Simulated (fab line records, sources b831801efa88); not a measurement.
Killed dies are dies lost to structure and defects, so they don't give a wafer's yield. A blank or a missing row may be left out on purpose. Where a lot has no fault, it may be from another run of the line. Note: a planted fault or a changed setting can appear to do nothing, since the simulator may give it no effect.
Which tool did it?	flow sky130	12 lots with 33 wafers sampled at 5 steps, on a route of 708 steps

WHAT THE GAUGES READ, wafer by wafer
SKY_PWDE_TW_MEAS_10.
lot	measured	on	PWDE_TW
L931	day 3 21:43	film_metro-03	364.8 368.1 367.4
L937	day 5 05:53	film_metro-01	373.0 373.2 374.3
L938	day 5 12:10	film_metro-02	368.7 370.3 369.5
L940	day 5 22:19	film_metro-01	375.9 372.5
L942	day 6 10:25	film_metro-01	372.9 372.2
L944	day 6 20:26	film_metro-01	370.3 369.7
L948	day 8 02:13	film_metro-02	367.6 370.7 369.1
L949	day 8 08:11	film_metro-03	375.8 374.3 374.8
L950	day 8 08:55	film_metro-02	369.1 366.4 369.1
L952	day 9 01:17	film_metro-02	367.1 367.2 367.3
L953	day 9 03:05	film_metro-01	368.8 369.8 371.2
L954	day 9 07:53	film_metro-01	371.0 369.8 371.5

SKY_SD_N_RS_MEAS_16: measures by four-point-probe.
lot	measured	on	SD_N_RS (ohm/sq)
L931	day 27 22:43	film_metro-02	68.63 68.65 68.60
L937	day 29 23:57	film_metro-01	68.39 68.29 68.48
L938	day 30 08:31	film_metro-02	68.85 68.81 68.91
L940	day 31 02:32	film_metro-01	70.16 70.09
L942	day 31 16:56	film_metro-04	70.42 68.48
L944	day 32 09:07	film_metro-02	68.73 70.58
L948	day 33 17:01	film_metro-04	68.41 68.51 68.33
L949	day 34 07:11	film_metro-04	68.57 68.56 68.58
L950	day 34 11:38	film_metro-02	68.59 68.69 68.49
L952	day 34 22:39	film_metro-04	68.46 68.62 68.63
L953	day 35 07:20	film_metro-04	68.50 68.52 68.65
L954	day 35 11:19	film_metro-04	68.48 68.60 68.66

WHAT TOOL EACH LOT RAN ON (gives the tool, then ch and the chambers of the sampled wafers, and finally the start)
lot	SKY_VT_ADJUST_HVTR_STRIP_10	SKY_SD_N_IMPLANT_09	SKY_SD_N_STRIP_11
L931	plasma_asher-02 ch 0,1, day 9 11:29	implanter-02 ch 0, day 27 22:01	plasma_asher-01 ch 0, day 27 22:19
L937	plasma_asher-02 ch 0,1, day 11 07:28	implanter-04 ch 0, day 29 23:16	plasma_asher-01 ch 0,1, day 29 23:34
L938	plasma_asher-03 ch 0,1, day 11 17:16	implanter-01 ch 0, day 30 07:50	plasma_asher-04 ch 0,1, day 30 08:08
L940	plasma_asher-03 ch 0,1, day 12 05:52	implanter-01 ch 0, day 31 01:51	plasma_asher-01 ch 1, day 31 02:07
L942	plasma_asher-04 ch 1, day 12 19:20	implanter-01 ch 0, day 31 16:16	plasma_asher-02 ch 0,1, day 31 16:32
L944	plasma_asher-02 ch 1, day 13 07:36	implanter-01 ch 0, day 32 08:26	plasma_asher-01 ch 0,1, day 32 08:43
L948	plasma_asher-03 ch 0,1, day 15 00:02	implanter-04 ch 0, day 33 16:20	plasma_asher-04 ch 0,1, day 33 16:38
L949	plasma_asher-04 ch 0,1, day 15 09:04	implanter-04 ch 0, day 34 06:30	plasma_asher-04 ch 0,1, day 34 06:46
L950	plasma_asher-02 ch 0,1, day 15 10:04	implanter-02 ch 0, day 34 10:57	plasma_asher-01 ch 0,1, day 34 11:15
L952	plasma_asher-02 ch 0,1, day 16 06:03	implanter-01 ch 0, day 34 21:58	plasma_asher-02 ch 0,1, day 34 22:16
L953	plasma_asher-02 ch 0,1, day 16 09:10	implanter-04 ch 0, day 35 06:39	plasma_asher-04 ch 0,1, day 35 06:56
L954	plasma_asher-04 ch 0,1, day 16 16:09	implanter-02 ch 0, day 35 10:39	plasma_asher-04 ch 0,1, day 35 10:55
- SKY_VT_ADJUST_HVTR_STRIP_10: strips in O2/N2.
- SKY_SD_N_IMPLANT_09
- SKY_SD_N_STRIP_11: strips in O2/N2.

WHAT THE TOOLS THEMSELVES READ (means of the sampled wafers that have a number; where no wafer has one, the mark that the record gives instead)
SKY_VT_ADJUST_HVTR_STRIP_10.
lot	tool	drypump_motor_current_A (A)	oes_product_au (a.u.)	strip_time_to_endpoint_s (s)
L931	plasma_asher-02	5.6	0.720	14.16
L937	plasma_asher-02	5.6	0.713	14.18
L938	plasma_asher-03	5.1	0.715	14.19
L940	plasma_asher-03	5.0	0.716	14.21
L942	plasma_asher-04	5.5	0.714	14.20
L944	plasma_asher-02	5.2	0.715	14.18
L948	plasma_asher-03	5.1	0.717	14.21
L949	plasma_asher-04	5.7	0.715	14.16
L950	plasma_asher-02	5.9	0.714	14.14
L952	plasma_asher-02	5.9	0.718	14.18
L953	plasma_asher-02	5.5	0.720	14.18
L954	plasma_asher-04	5.8	0.717	14.14

SKY_SD_N_IMPLANT_09.
lot	tool	beam_on_s (s)	faraday_current_uA
L931	implanter-02	20.2	10856
L937	implanter-04	19.7	11114
L938	implanter-01	21.0	10462
L940	implanter-01	17.6	12456
L942	implanter-01	19.2	11510
L944	implanter-01	19.2	11551
L948	implanter-04	19.3	11341
L949	implanter-04	20.0	10982
L950	implanter-02	19.8	11068
L952	implanter-01	21.0	10452
L953	implanter-04	19.4	11296
L954	implanter-02	20.0	10992

SKY_SD_N_STRIP_11.
lot	tool	drypump_motor_current_A (A)	oes_product_au (a.u.)	strip_time_to_endpoint_s (s)
L931	plasma_asher-01	5.49	0.519	22.55
L937	plasma_asher-01	5.72	0.524	22.49
L938	plasma_asher-04	5.83	0.527	22.54
L940	plasma_asher-01	5.83	0.538	21.87
L942	plasma_asher-02	5.71	0.533	22.20
L944	plasma_asher-01	5.62	0.534	22.14
L948	plasma_asher-04	5.82	0.527	22.51
L949	plasma_asher-04	5.66	0.526	22.54
L950	plasma_asher-01	5.57	0.529	22.58
L952	plasma_asher-02	5.54	0.534	22.57
L953	plasma_asher-04	5.83	0.526	22.59
L954	plasma_asher-04	5.83	0.526	22.63

THE ANSWER, worked out from the rows above alone
Rule: what is usual is taken from the lots themselves. Put in order of their means at a reading, lots are off if they are a third of the lots or fewer, leave a main group of 4 or more, and stand apart from it by a gap of 3 or more times the standard deviation of the main group's means; of several such gaps the widest counts. Not used: any main group whose means are identical at the precision the tables above print for the reading. Also off: a lot with no number at a reading for which 4 or more lots have one. Where the step has rows for the other lots, those lots are counted as sound. First the gauges in route order, then the tools' own readings, where a lot's mean is used as printed above. The first step at which some lot is off is used, and at that step the reading that is off furthest; a lot without a number counts as furthest.
Off: at SKY_SD_N_RS_MEAS_16 (SD_N_RS), L940, L942, L944. Main group: mean 68.57 ohm/sq, sd 0.13.
If a tool, at a process step before that reading, ran all the lots that are off and no sound lot after the first of them, it fits. Not tried: the gauges at SKY_SD_N_RS_MEAS_16; whatever is off there is also off at SKY_SD_N_STRIP_11, on other tools, and gauge error can't account for it. Of those tried, none fits.

WHAT THE SIMULATOR HAD INSERTED
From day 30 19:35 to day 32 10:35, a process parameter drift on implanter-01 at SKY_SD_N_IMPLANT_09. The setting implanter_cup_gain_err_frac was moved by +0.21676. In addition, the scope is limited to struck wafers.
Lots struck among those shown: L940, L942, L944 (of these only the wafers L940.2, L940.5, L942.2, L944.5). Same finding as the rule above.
